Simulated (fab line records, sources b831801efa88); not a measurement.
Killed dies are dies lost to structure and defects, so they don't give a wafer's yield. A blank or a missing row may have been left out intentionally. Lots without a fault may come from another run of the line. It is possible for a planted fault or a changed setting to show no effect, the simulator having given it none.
Matching of chambers -- flow gf180mcu -- GF_V4_CMP_26 on cmp-02 has 4 sister chambers
The step polishes, stops on SiO2, t overpolish 15 s, target thk 0 nm. 8 wafers are shown with their chamber, then 6 later ones without.

## EACH WAFER AND ITS CHAMBER
wafer,chamber,motor-current-A (A),time-to-endpoint-s (s)
L302.6,0,10.3,80
L304.2,1,12.7,92
L305.2,0,9.6,84
L305.3,3,9.7,90
L305.5,2,10.5,95
L309.2,1,12.3,97
L309.4,3,10.0,87
L309.6,2,11.3,96

## WAFERS WITH NO CHAMBER GIVEN
wafer,motor-current-A (A),time-to-endpoint-s (s)
L318.3,10.7,90
L318.4,9.6,84
L318.5,12.3,92
L321.2,10.2,81
L321.3,9.9,88
L321.5,10.1,94

## CHAMBER TAKEN BY EACH
wafer,from the rows above,in truth
L318.3,can't be placed: 3 or 2 or 0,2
L318.4,can't be placed: 0 or 3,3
L318.5,1,1
L321.2,0,0
L321.3,3,3
L321.5,can't be placed: 2 or 3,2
Correctly placed: 3 of 6. From these rows, 3 cannot be placed; in 3 the true chamber is one of the candidates. Wrongly placed: 0.
How it was worked out, from the rows above alone: a wafer's distance from a chamber is the root of the sum, over the readings, of the square of ((its reading less the chamber's mean) divided by the reading's scatter). If the next closest chamber is less than 2 further off than the closest, the wafer can't be placed; otherwise it belongs to the closest. The mean given for a chamber averages the wafers shown for that chamber. The scatter: take each reading less its chamber's mean, square it, sum over the shown wafers, divide by the number of wafers less the number of chambers, and take the root.
